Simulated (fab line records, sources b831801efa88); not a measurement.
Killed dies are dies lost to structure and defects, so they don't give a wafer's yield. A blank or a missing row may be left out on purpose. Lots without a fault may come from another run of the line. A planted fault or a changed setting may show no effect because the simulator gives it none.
One fault seen from 2 desks | flow sky130 | each desk has only its own numbers; what lay behind them comes last

THE TOOL OWNER'S DESK: krf_scanner-02
The tool's own readings at SKY_VIA1_EXPOSE_09 (exposes mask VIM, target cd 150 nm): means of the sampled wafers that have a number, for each lot that ran on this tool. A lot is out of limits, marked OUT, if its mean lies more than 4 standard deviations from the usual mean; the brackets give that distance.
Columns: A = exposure_dose_mJ_cm2 at SKY_VIA1_EXPOSE_09, usual 38.1; B = focus_offset_nm at SKY_VIA1_EXPOSE_09, usual 0.0 nm; C = stage_vel_mm_s at SKY_VIA1_EXPOSE_09, usual 499.98 mm/s
lot  | first seen here | A              | B    | C
L401 | day 34 06:06    | 37.9           | -0.0 | 500.30
L404 | day 35 06:53    | 37.9           | -0.2 | 500.11
L405 | day 35 17:44    | 37.9           | -0.6 | 499.82
L406 | day 36 06:34    | 37.9           | 0.3  | 500.01
L408 | day 37 08:15    | 41.7 (+11) OUT | 0.1  | 499.99
L421 | day 40 14:04    | 37.9           | 0.0  | 499.69
L420 | day 40 18:44    | 37.9           | 0.0  | 500.31
L422 | day 40 21:27    | 37.9           | 0.8  | 499.72
This desk's finding: out of limits on L408; first on L408, day 37 08:15 (exposure_dose_mJ_cm2 at SKY_VIA1_EXPOSE_09). In limits: L401, L404, L405, L406, L421, L420, L422.

THE METROLOGY DESK
What the gauges read, lot by lot, whatever tool the lot ran on: means of the sampled wafers that have a number. A lot is out of limits, marked OUT, if its mean lies more than 4 standard deviations from the usual mean; the brackets give that distance.
Columns: A = METAL1_OVL at SKY_METAL1_OVL_MEAS_16, usual -2 nm; B = cd_nm at SKY_VIA1_CD_MEAS_12, usual 149.9 nm
lot  | first seen here | A  | B
L400 | day 33 04:16    | 2  | 154.0
L401 | day 33 14:29    | 8  | 149.6
L402 | day 33 21:56    | -5 | 149.4
L403 | day 34 15:27    | -6 | 148.6
L404 | day 34 16:06    | -3 | 149.4
L405 | day 35 02:53    | -3 | 151.0
L406 | day 35 15:25    | -4 | 149.6
L408 | day 36 18:04    | -9 | 75.2 (-50) OUT
L419 | day 39 05:29    | -1 | 149.3
L421 | day 40 00:11    | 1  | 150.6
L420 | day 40 05:15    | -6 | 148.6
L422 | day 40 08:43    | 2  | 151.0
L423 | day 40 09:11    | -6 | 149.4
This desk's finding: out of limits on L408; first on L408, day 37 21:24 (cd_nm at SKY_VIA1_CD_MEAS_12). In limits: L400, L401, L402, L403, L404, L405, L406, L419, L421, L420, L422, L423.

PUT TOGETHER
The tool owner's desk could have raised an alarm at day 37 08:15, on L408.
The metrology desk could have raised an alarm at day 37 21:24, on L408.
Of the lots named, all ran SKY_VIA1_EXPOSE_09 on krf_scanner-02.

WHAT THE SIMULATOR HAD PUT IN
Process parameter drift: krf_scanner-02, from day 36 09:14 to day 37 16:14, at SKY_VIA1_EXPOSE_09. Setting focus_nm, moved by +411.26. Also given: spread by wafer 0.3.
Lots struck among those shown: L408.
Hours from the fault's start to each desk's first reading out of limits: the tool owner's desk, 23; the metrology desk, 36.
